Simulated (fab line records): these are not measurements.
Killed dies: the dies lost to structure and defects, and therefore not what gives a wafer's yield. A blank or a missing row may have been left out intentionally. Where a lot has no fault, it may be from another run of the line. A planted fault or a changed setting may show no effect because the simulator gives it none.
The tool behind it: which one? + flow sky130 + 36 wafers from 13 lots sampled at 3 of the route's 708 steps

WHAT THE GAUGES READ, wafer by wafer
SKY_SD_P_OVL_MEAS_08.
| lot  | measured     | on         | SD_P_OVL (nm)  |
|------|--------------|------------|----------------|
| L456 | day 25 06:47 | overlay-01 | -0.4 -0.6 -1.1 |
| L455 | day 25 06:58 | overlay-02 | -2.6 -1.0 -2.1 |
| L457 | day 27 03:02 | overlay-01 | -2.2 -2.7 -3.2 |
| L458 | day 27 04:16 | overlay-01 | -1.4 -1.3 -1.1 |
| L459 | day 30 16:01 | overlay-02 | -0.9 -1.3 -1.8 |
| L460 | day 30 18:13 | overlay-01 | -0.8 -1.3 -2.5 |
| L461 | day 30 19:34 | overlay-01 | -2.1 -0.5 -1.5 |
| L462 | day 30 20:32 | overlay-01 | -0.2 0.0 -1.4  |
| L469 | day 31 05:35 | overlay-01 | -1.6           |
| L470 | day 31 06:58 | overlay-01 | 0.3 -0.6       |
| L474 | day 31 19:32 | overlay-01 | -2.1 -2.7 -0.7 |
| L477 | day 32 09:49 | overlay-02 | -0.3 0.0 -1.1  |
| L478 | day 32 22:23 | overlay-01 | -3.6 -2.6 -1.3 |

SKY_SD_N_RS_MEAS_16: measures by four-point-probe.
| lot  | measured     | on           | SD_N_RS (ohm/sq)  |
|------|--------------|--------------|-------------------|
| L456 | day 27 17:07 | filmMetro-02 | 68.47 68.47 68.40 |
| L455 | day 27 18:08 | filmMetro-03 | 68.45 68.51 68.71 |
| L457 | day 29 12:11 | filmMetro-03 | 68.61 68.46 68.47 |
| L458 | day 29 13:38 | filmMetro-03 | 68.48 68.66 68.61 |
| L459 | day 33 00:02 | filmMetro-03 | 68.41 68.60 68.39 |
| L460 | day 33 02:05 | filmMetro-03 | 68.54 68.60 68.59 |
| L461 | day 33 03:04 | filmMetro-02 | 68.55 68.73 68.72 |
| L462 | day 33 04:55 | filmMetro-04 | 68.56 68.54 68.64 |
| L469 | day 33 12:41 | filmMetro-02 | 68.45             |
| L470 | day 33 13:43 | filmMetro-02 | 68.72 68.85       |
| L474 | day 34 01:37 | filmMetro-03 | 68.50 68.57 68.59 |
| L477 | day 34 15:55 | filmMetro-03 | 68.45 68.54 68.68 |
| L478 | day 35 05:01 | filmMetro-04 | 68.64 68.57 68.77 |

EACH LOT AND THE TOOL THAT RAN IT (in order: tool; ch and the chambers of the sampled wafers; start)
| lot  | SKY_SD_N_RTA_14                 |
|------|---------------------------------|
| L456 | rtpAnneal-01 ch 0, day 27 16:56 |
| L455 | rtpAnneal-02 ch 0, day 27 17:58 |
| L457 | rtpAnneal-01 ch 0, day 29 12:01 |
| L458 | rtpAnneal-02 ch 0, day 29 13:28 |
| L459 | rtpAnneal-01 ch 0, day 32 23:52 |
| L460 | rtpAnneal-02 ch 0, day 33 01:55 |
| L461 | rtpAnneal-01 ch 0, day 33 02:52 |
| L462 | rtpAnneal-02 ch 0, day 33 04:44 |
| L469 | rtpAnneal-02 ch 0, day 33 12:29 |
| L470 | rtpAnneal-02 ch 0, day 33 13:31 |
| L474 | rtpAnneal-02 ch 0, day 34 01:25 |
| L477 | rtpAnneal-01 ch 0, day 34 15:44 |
| L478 | rtpAnneal-02 ch 0, day 35 04:49 |
- SKY_SD_N_RTA_14: time 2 s.

AS READ BY THE TOOLS THEMSELVES (means over the sampled wafers that have a number; for cases with no such wafer, the mark the record gives instead)
SKY_SD_N_RTA_14.
| lot  | tool         | lampPowerPct (%) | wafer_temp_C_max |
|------|--------------|------------------|------------------|
| L456 | rtpAnneal-01 | 15.75            | 1077.8           |
| L455 | rtpAnneal-02 | 15.73            | 1076.9           |
| L457 | rtpAnneal-01 | 15.68            | 1078.4           |
| L458 | rtpAnneal-02 | 15.68            | 1078.1           |
| L459 | rtpAnneal-01 | 15.71            | 1077.1           |
| L460 | rtpAnneal-02 | 15.73            | 1078.8           |
| L461 | rtpAnneal-01 | 15.71            | 1078.0           |
| L462 | rtpAnneal-02 | 15.69            | 1077.9           |
| L469 | rtpAnneal-02 | 15.71            | 1080.5           |
| L470 | rtpAnneal-02 | 15.68            | 1078.0           |
| L474 | rtpAnneal-02 | 15.76            | 1079.8           |
| L477 | rtpAnneal-01 | 15.73            | 1077.5           |
| L478 | rtpAnneal-02 | 15.73            | 1077.0           |

THE ANSWER, worked out from the rows above alone
Rule: the lots themselves supply what counts as usual. The widest of any qualifying gaps counts: lots, ordered by their means at a reading, are off when they make up no more than a third of the lots, leave a main group of 4 or more, and stand apart from it by 3 or more times the standard deviation of that group's means. The tables above print the reading to a certain number of digits; a main group whose means all agree to those digits is not used. Also off: a lot with no number at a reading for which 4 or more lots have one. Any other lot the step has rows for is counted as sound. First the gauges in route order, then the tools' own readings, where a lot's mean is used as printed above. The first step at which some lot is off is used, and at that step the reading that is off furthest; a lot without a number counts as furthest.
None of the lots is off at any reading shown; this tells nothing.

WHAT THE SIMULATOR HAD INSERTED
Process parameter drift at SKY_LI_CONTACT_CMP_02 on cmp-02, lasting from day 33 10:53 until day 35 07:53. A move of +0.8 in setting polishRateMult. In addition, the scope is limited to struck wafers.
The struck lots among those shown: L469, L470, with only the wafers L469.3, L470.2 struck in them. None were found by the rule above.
